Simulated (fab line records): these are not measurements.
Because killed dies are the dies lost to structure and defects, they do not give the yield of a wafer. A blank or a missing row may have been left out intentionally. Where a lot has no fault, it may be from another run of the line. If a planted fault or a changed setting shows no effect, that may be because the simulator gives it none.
Which tool did it? ; flow gf180mcu ; 13 lots with 39 wafers sampled at 5 steps, on a route of 602 steps

== WHAT THE GAUGES SHOWED, per wafer ==
GF_MVPSD_OVL_MEAS_07.
lot;measured;on;MVPSD_OVL (nm)
L440;day 4 23:10;overlay-01;-0.1 2.4 0.4
L441;day 5 06:13;overlay-01;0.2 0.2 -0.5
L442;day 5 08:49;overlay-02;-0.8 -1.4 -0.3
L443;day 5 19:13;overlay-01;1.4 0.2 -0.2
L445;day 6 09:49;overlay-01;-0.2 -0.8 1.1
L447;day 6 19:31;overlay-02;-1.4 -1.5 -0.6
L450;day 7 12:13;overlay-02;-0.6 -1.8 -2.0
L451;day 7 17:55;overlay-01;2.3 1.8 1.7
L454;day 8 09:09;overlay-01;-0.9 -0.7 -0.3
L458;day 9 11:21;overlay-02;1.2 1.4 -1.0
L459;day 9 16:31;overlay-02;0.0 0.1 0.7
L460;day 10 00:25;overlay-01;0.9 0.6 1.0
L461;day 10 04:28;overlay-01;-0.9 1.0 0.6

GF_VT_IMPLANT_RS_MEAS_49: a four-point-probe measurement.
lot;measured;on;MVPSD_RS (ohm/sq)
L440;day 7 10:35;film metro-02;1172 1168 1167
L441;day 7 18:50;film metro-02;1170 1169 1169
L442;day 7 22:03;film metro-03;1167 1169 1166
L443;day 8 09:41;film metro-01;1167 1166 1167
L445;day 9 02:07;film metro-01;1171 1170 1168
L447;day 9 13:58;film metro-01;1173 1172 1173
L450;day 10 08:59;film metro-03;1210 1213 1212
L451;day 10 14:34;film metro-03;1217 1218 1215
L454;day 11 07:52;film metro-02;1169 1174 1169
L458;day 12 11:58;film metro-03;1168 1167 1167
L459;day 12 18:31;film metro-03;1166 1165 1168
L460;day 13 01:13;film metro-02;1169 1168 1175
L461;day 13 05:36;film metro-02;1176 1174 1176

== WHAT TOOL EACH LOT RAN ON (gives the tool, then ch and the chambers of the sampled wafers, and finally the start) ==
lot;GF_STI_ETCH_13;GF_STI_CMP_25;GF_MVPSD_IMPLANT_09
L440;rie diel-03 ch 0,1,2, day 2 01:02;cmp-01 ch 0,2, day 2 03:45;implanter-02 ch 0, day 4 23:22
L441;rie diel-03 ch 0,3, day 2 06:50;cmp-01 ch 0,3, day 2 08:46;implanter-02 ch 0, day 5 06:26
L442;rie diel-04 ch 0,2,3, day 2 12:14;cmp-01 ch 0,2,3, day 2 14:34;implanter-04 ch 0, day 5 09:02
L443;rie diel-01 ch 0,2,3, day 2 17:43;cmp-02 ch 2,3, day 2 19:54;implanter-03 ch 0, day 5 19:25
L445;rie diel-03 ch 0,2,3, day 3 03:23;cmp-02 ch 0,1,3, day 3 07:15;implanter-03 ch 0, day 6 09:59
L447;rie diel-04 ch 0,2,3, day 3 15:11;cmp-02 ch 1,2,3, day 3 17:19;implanter-02 ch 0, day 6 19:41
L450;rie diel-01 ch 2,3, day 4 05:07;cmp-02 ch 0,1, day 4 07:38;implanter-04 ch 0, day 7 12:25
L451;rie diel-01 ch 0,1,3, day 4 10:31;cmp-02 ch 1,2,3, day 4 12:50;implanter-04 ch 0, day 7 18:05
L454;rie diel-01 ch 0,2,3, day 5 00:35;cmp-01 ch 0,2,3, day 5 02:31;implanter-02 ch 0, day 8 09:20
L458;rie diel-01 ch 1,2,3, day 5 22:41;cmp-02 ch 0,2,3, day 6 01:20;implanter-02 ch 0, day 9 11:41
L459;rie diel-03 ch 1,2,3, day 6 03:05;cmp-01 ch 1,2, day 6 05:02;implanter-03 ch 0, day 9 16:41
L460;rie diel-01 ch 1,2, day 6 08:38;cmp-01 ch 0,1,2, day 6 10:50;implanter-03 ch 0, day 10 00:35
L461;rie diel-01 ch 1,3, day 6 13:14;cmp-01 ch 0,2, day 6 15:13;implanter-03 ch 0, day 10 04:38
- GF_STI_ETCH_13: etches the open film in CHF3/O2, stops on Si, target depth 282.31 nm, time 112.9 s.
- GF_STI_CMP_25: polishes, stops on Si3N4, t overpolish 33 s, target thk 524.6 nm.
- GF_MVPSD_IMPLANT_09

== WHAT THE TOOLS THEMSELVES READ (means of the sampled wafers that have a number; where no wafer has one, the mark that the record gives instead) ==
GF_STI_ETCH_13.
lot;tool;drypump motor current A (A);oes product au (a.u.);throttle valve pct (%)
L440;rie diel-03;5.5;0.827;8.801
L441;rie diel-03;5.8;0.835;8.808
L442;rie diel-04;5.9;0.827;8.805
L443;rie diel-01;5.9;0.832;8.816
L445;rie diel-03;5.6;0.840;8.815
L447;rie diel-04;5.9;0.843;8.820
L450;rie diel-01;6.4;0.828;8.808
L451;rie diel-01;6.2;0.825;8.800
L454;rie diel-01;5.9;0.839;8.826
L458;rie diel-01;6.3;0.829;8.807
L459;rie diel-03;5.7;0.835;8.815
L460;rie diel-01;6.2;0.845;8.809
L461;rie diel-01;6.6;0.836;8.814

GF_STI_CMP_25.
lot;tool;head pressure psi (psi);motor current A (A);overpolish run s (s);time to endpoint s (s)
L440;cmp-01;4.006;12.1;33.013;133
L441;cmp-01;4.005;12.4;33.003;133
L442;cmp-01;4.005;12.3;33.011;132
L443;cmp-02;3.993;12.9;33.006;130
L445;cmp-02;3.999;13.2;32.999;132
L447;cmp-02;4.004;12.2;32.997;128
L450;cmp-02;3.995;13.3;33.001;130
L451;cmp-02;3.986;12.4;33.000;129
L454;cmp-01;3.999;12.5;32.997;134
L458;cmp-02;4.002;12.7;32.998;126
L459;cmp-01;4.001;11.7;33.005;130
L460;cmp-01;3.996;11.5;32.996;131
L461;cmp-01;4.012;11.5;32.991;132

GF_MVPSD_IMPLANT_09.
lot;tool;beam on s (s);end station pressure torr (Torr);faraday current uA
L440;implanter-02;10.21;5.17e-06;27.7
L441;implanter-02;9.90;4.75e-06;28.6
L442;implanter-04;9.81;4.75e-06;28.7
L443;implanter-03;9.85;4.98e-06;28.6
L445;implanter-03;9.94;5.17e-06;28.4
L447;implanter-02;10.23;4.94e-06;27.5
L450;implanter-04;7.96;4.89e-06;35.4
L451;implanter-04;7.90;5.33e-06;35.7
L454;implanter-02;10.12;5.08e-06;27.9
L458;implanter-02;10.02;5.11e-06;28.1
L459;implanter-03;9.81;5.16e-06;28.8
L460;implanter-03;9.98;5.28e-06;28.2
L461;implanter-03;10.14;4.96e-06;27.8

== THE ANSWER, worked out from the rows above alone ==
Rule: what is usual is taken from the lots themselves. Put in order of their means at a reading, lots are off if they are a third of the lots or fewer, leave a main group of 4 or more, and stand apart from it by a gap of 3 or more times the standard deviation of the main group's means; of several such gaps the widest counts. A main group is skipped when, at the precision printed for the reading in the tables above, its means are all equal. A lot without any number at a reading at which 4 lots or more have one is off too. The other lots that the step has rows for count as sound. After the gauges, taken in route order, come the tools' own readings; for these a lot's mean is taken, as printed above. At the first step where some lot is off, the reading lying furthest off is the one used; lots without a number count as furthest.
Off: at GF_VT_IMPLANT_RS_MEAS_49 (MVPSD_RS), L450, L451. For the main group the mean is 1170 ohm/sq and the standard deviation 2.6.
If a tool, at a process step before that reading, ran all the lots that are off and no sound lot after the first of them, it fits. The gauges at GF_VT_IMPLANT_RS_MEAS_49 aren't tried: what is off there is off at GF_MVPSD_IMPLANT_09 too, on other tools, and a gauge's error can't cause that. One fits: implanter-04 at GF_MVPSD_IMPLANT_09. Its last sound lot is L442 (day 5 09:02), its first lot that is off L450 (day 7 12:25): a fault that began between those two fits.
The tool's own readings at GF_MVPSD_IMPLANT_09 bear it out: on the lots that are off they differ by more than 5 times the standard deviation of the sound lots' means. beam on s reads 7.93 s there against 10.00 s on the sound lots; faraday current uA reads 35.5 there against 28.2 on the sound lots.

== WHAT THE SIMULATOR HAD INSERTED ==
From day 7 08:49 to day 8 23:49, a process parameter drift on implanter-04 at GF_MVPSD_IMPLANT_09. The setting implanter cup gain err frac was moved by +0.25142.
Shown lots that were struck: L450, L451. The rule above reached the same finding.
